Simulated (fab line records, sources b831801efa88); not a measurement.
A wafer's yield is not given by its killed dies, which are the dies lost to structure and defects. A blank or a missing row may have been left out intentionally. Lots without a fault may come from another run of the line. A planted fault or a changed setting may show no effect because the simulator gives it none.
Matching of chambers || flow gf180mcu || GF_V4_ETCH_16 on rie_diel-02: 4 sister chambers
The step etches BARC in N2/H2. 24 wafers are shown with their chamber, then 12 later ones without.

## WAFERS, EACH WITH ITS CHAMBER
{"wafer": "L076.1", "chamber": 3, "drypump_motor_current_A (A)": 5.4, "rf_fwd_power_W (W)": 493.0, "bias_w (W)": 100.02}
{"wafer": "L076.2", "chamber": 0, "drypump_motor_current_A (A)": 5.9, "rf_fwd_power_W (W)": 492.8, "bias_w (W)": 100.40}
{"wafer": "L076.4", "chamber": 1, "drypump_motor_current_A (A)": 5.6, "rf_fwd_power_W (W)": 497.7, "bias_w (W)": 100.10}
{"wafer": "L078.2", "chamber": 0, "drypump_motor_current_A (A)": 5.8, "rf_fwd_power_W (W)": 493.5, "bias_w (W)": 100.37}
{"wafer": "L078.3", "chamber": 2, "drypump_motor_current_A (A)": 4.8, "rf_fwd_power_W (W)": 498.2, "bias_w (W)": 100.17}
{"wafer": "L078.5", "chamber": 3, "drypump_motor_current_A (A)": 5.4, "rf_fwd_power_W (W)": 494.6, "bias_w (W)": 100.03}
{"wafer": "L079.1", "chamber": 0, "drypump_motor_current_A (A)": 5.8, "rf_fwd_power_W (W)": 494.6, "bias_w (W)": 100.00}
{"wafer": "L079.3", "chamber": 3, "drypump_motor_current_A (A)": 5.4, "rf_fwd_power_W (W)": 494.3, "bias_w (W)": 99.84}
{"wafer": "L079.4", "chamber": 1, "drypump_motor_current_A (A)": 5.7, "rf_fwd_power_W (W)": 498.7, "bias_w (W)": 100.01}
{"wafer": "L080.2", "chamber": 0, "drypump_motor_current_A (A)": 5.8, "rf_fwd_power_W (W)": 494.9, "bias_w (W)": 99.88}
{"wafer": "L080.4", "chamber": 1, "drypump_motor_current_A (A)": 5.7, "rf_fwd_power_W (W)": 499.7, "bias_w (W)": 99.60}
{"wafer": "L080.6", "chamber": 3, "drypump_motor_current_A (A)": 5.4, "rf_fwd_power_W (W)": 494.2, "bias_w (W)": 99.50}
{"wafer": "L085.2", "chamber": 2, "drypump_motor_current_A (A)": 4.8, "rf_fwd_power_W (W)": 497.3, "bias_w (W)": 100.28}
{"wafer": "L085.3", "chamber": 3, "drypump_motor_current_A (A)": 5.4, "rf_fwd_power_W (W)": 493.9, "bias_w (W)": 99.80}
{"wafer": "L085.4", "chamber": 1, "drypump_motor_current_A (A)": 5.7, "rf_fwd_power_W (W)": 496.4, "bias_w (W)": 99.74}
{"wafer": "L086.1", "chamber": 1, "drypump_motor_current_A (A)": 5.7, "rf_fwd_power_W (W)": 496.7, "bias_w (W)": 100.06}
{"wafer": "L086.5", "chamber": 0, "drypump_motor_current_A (A)": 5.8, "rf_fwd_power_W (W)": 495.7, "bias_w (W)": 99.93}
{"wafer": "L086.6", "chamber": 3, "drypump_motor_current_A (A)": 5.3, "rf_fwd_power_W (W)": 492.5, "bias_w (W)": 99.74}
{"wafer": "L087.1", "chamber": 0, "drypump_motor_current_A (A)": 5.8, "rf_fwd_power_W (W)": 494.6, "bias_w (W)": 100.51}
{"wafer": "L087.5", "chamber": 3, "drypump_motor_current_A (A)": 5.4, "rf_fwd_power_W (W)": 496.7, "bias_w (W)": 100.02}
{"wafer": "L087.6", "chamber": 2, "drypump_motor_current_A (A)": 4.8, "rf_fwd_power_W (W)": 498.1, "bias_w (W)": 100.05}
{"wafer": "L088.1", "chamber": 0, "drypump_motor_current_A (A)": 5.8, "rf_fwd_power_W (W)": 495.9, "bias_w (W)": 100.20}
{"wafer": "L088.2", "chamber": 1, "drypump_motor_current_A (A)": 5.7, "rf_fwd_power_W (W)": 499.9, "bias_w (W)": 100.00}
{"wafer": "L088.6", "chamber": 1, "drypump_motor_current_A (A)": 5.6, "rf_fwd_power_W (W)": 497.0, "bias_w (W)": 100.14}

SIGNATURES (means of the wafers above)
{"reading": "drypump_motor_current_A", "chamber 0": 5.814, "chamber 1": 5.671, "chamber 2": 4.800, "chamber 3": 5.386, "scatter within a chamber": 0.0396}
{"reading": "rf_fwd_power_W", "chamber 0": 494.571, "chamber 1": 498.014, "chamber 2": 497.867, "chamber 3": 494.171, "scatter within a chamber": 1.25}
{"reading": "bias_w", "chamber 0": 100.1843, "chamber 1": 99.9500, "chamber 2": 100.1667, "chamber 3": 99.8500, "scatter within a chamber": 0.209}
Rule: a wafer's distance from a chamber is the root of the sum, over the readings, of the square of ((its reading less the chamber's mean) divided by the reading's scatter). The wafer belongs to the nearest chamber; if the next one is less than 2 further off, it can't be placed. The scatter: take each reading less its chamber's mean, square it, sum over the shown wafers, divide by the number of wafers less the number of chambers, and take the root.

## WAFERS WHOSE CHAMBER IS MISSING
{"wafer": "L092.2", "drypump_motor_current_A (A)": 4.8, "rf_fwd_power_W (W)": 497.8, "bias_w (W)": 100.40}
{"wafer": "L092.3", "drypump_motor_current_A (A)": 5.8, "rf_fwd_power_W (W)": 493.9, "bias_w (W)": 100.04}
{"wafer": "L092.4", "drypump_motor_current_A (A)": 5.7, "rf_fwd_power_W (W)": 497.1, "bias_w (W)": 99.71}
{"wafer": "L094.1", "drypump_motor_current_A (A)": 5.4, "rf_fwd_power_W (W)": 493.2, "bias_w (W)": 100.01}
{"wafer": "L094.5", "drypump_motor_current_A (A)": 5.8, "rf_fwd_power_W (W)": 497.4, "bias_w (W)": 99.77}
{"wafer": "L094.6", "drypump_motor_current_A (A)": 4.8, "rf_fwd_power_W (W)": 494.2, "bias_w (W)": 99.93}
{"wafer": "L097.2", "drypump_motor_current_A (A)": 5.7, "rf_fwd_power_W (W)": 498.0, "bias_w (W)": 100.16}
{"wafer": "L097.3", "drypump_motor_current_A (A)": 5.3, "rf_fwd_power_W (W)": 494.3, "bias_w (W)": 100.01}
{"wafer": "L097.6", "drypump_motor_current_A (A)": 5.3, "rf_fwd_power_W (W)": 494.4, "bias_w (W)": 99.60}
{"wafer": "L096.3", "drypump_motor_current_A (A)": 5.4, "rf_fwd_power_W (W)": 497.2, "bias_w (W)": 100.01}
{"wafer": "L096.4", "drypump_motor_current_A (A)": 5.6, "rf_fwd_power_W (W)": 500.0, "bias_w (W)": 100.09}
{"wafer": "L096.5", "drypump_motor_current_A (A)": 5.8, "rf_fwd_power_W (W)": 493.8, "bias_w (W)": 99.95}

## EACH ONE'S CHAMBER
{"wafer": "L092.2", "from the rows above": 2, "in truth": 2}
{"wafer": "L092.3", "from the rows above": 0, "in truth": 0}
{"wafer": "L092.4", "from the rows above": 1, "in truth": 1}
{"wafer": "L094.1", "from the rows above": 3, "in truth": 3}
{"wafer": "L094.5", "from the rows above": "can't be placed: 0 or 1", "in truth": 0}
{"wafer": "L094.6", "from the rows above": 2, "in truth": 2}
{"wafer": "L097.2", "from the rows above": 1, "in truth": 1}
{"wafer": "L097.3", "from the rows above": 3, "in truth": 3}
{"wafer": "L097.6", "from the rows above": 3, "in truth": 3}
{"wafer": "L096.3", "from the rows above": 3, "in truth": 3}
{"wafer": "L096.4", "from the rows above": 1, "in truth": 1}
{"wafer": "L096.5", "from the rows above": 0, "in truth": 0}
11 of 12 placed correctly. Can't be placed from these rows: 1 (the true chamber is among the candidates in 1). 0 placed wrongly.
